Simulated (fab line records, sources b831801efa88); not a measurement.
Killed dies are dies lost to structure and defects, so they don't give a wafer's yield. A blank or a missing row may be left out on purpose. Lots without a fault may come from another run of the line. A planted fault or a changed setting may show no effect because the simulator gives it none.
Chamber matching | flow sky130 | SKY_FIELD_ISO_ETCH_17 on rie_si-01: 4 sister chambers
The step etches Si in HBr/Cl2/O2, target depth 342 nm, time 97.7 s. 8 wafers are shown with their chamber, then 11 later ones without.

WAFERS WITH THEIR CHAMBER
wafer  | chamber | drypump_motor_current_A (A) | chamber_pressure_mTorr (mTorr)
L080.3 | 0       | 5.0                         | 15.003
L080.5 | 0       | 5.0                         | 14.990
L085.1 | 3       | 5.7                         | 15.003
L085.5 | 2       | 6.6                         | 14.989
L089.1 | 2       | 6.7                         | 15.004
L089.3 | 1       | 6.4                         | 14.995
L089.6 | 3       | 5.7                         | 14.998
L091.1 | 1       | 6.4                         | 15.039

WAFERS WITHOUT THEIR CHAMBER
wafer  | drypump_motor_current_A (A) | chamber_pressure_mTorr (mTorr)
L091.2 | 5.7                         | 15.010
L091.4 | 5.0                         | 14.982
L093.2 | 5.7                         | 14.979
L093.4 | 5.0                         | 15.010
L093.5 | 6.4                         | 15.003
L095.1 | 6.4                         | 15.013
L095.5 | 6.4                         | 15.003
L095.6 | 6.6                         | 14.970
L097.3 | 6.4                         | 15.020
L097.4 | 5.7                         | 15.025
L097.5 | 6.4                         | 15.012

WHICH CHAMBER EACH WENT THROUGH
wafer  | from the rows above | in truth
L091.2 | 3                   | 3
L091.4 | 0                   | 0
L093.2 | 3                   | 3
L093.4 | 0                   | 0
L093.5 | 1                   | 1
L095.1 | 1                   | 1
L095.5 | 1                   | 1
L095.6 | 2                   | 2
L097.3 | 1                   | 1
L097.4 | 3                   | 3
L097.5 | 1                   | 1
Placed correctly: 11 of 11. Can't be placed from these rows: 0. Placed wrongly: 0.
How it was worked out, from the rows above alone: a wafer's distance from a chamber is the root of the sum, over the readings, of the square of ((its reading less the chamber's mean) divided by the reading's scatter). The wafer belongs to the nearest chamber; if the next one is less than 2 further off, it can't be placed. A chamber's mean is the mean of its shown wafers. The scatter: the root of (the sum of the squares of (reading less its chamber's mean) over the shown wafers, divided by (wafers less chambers)).
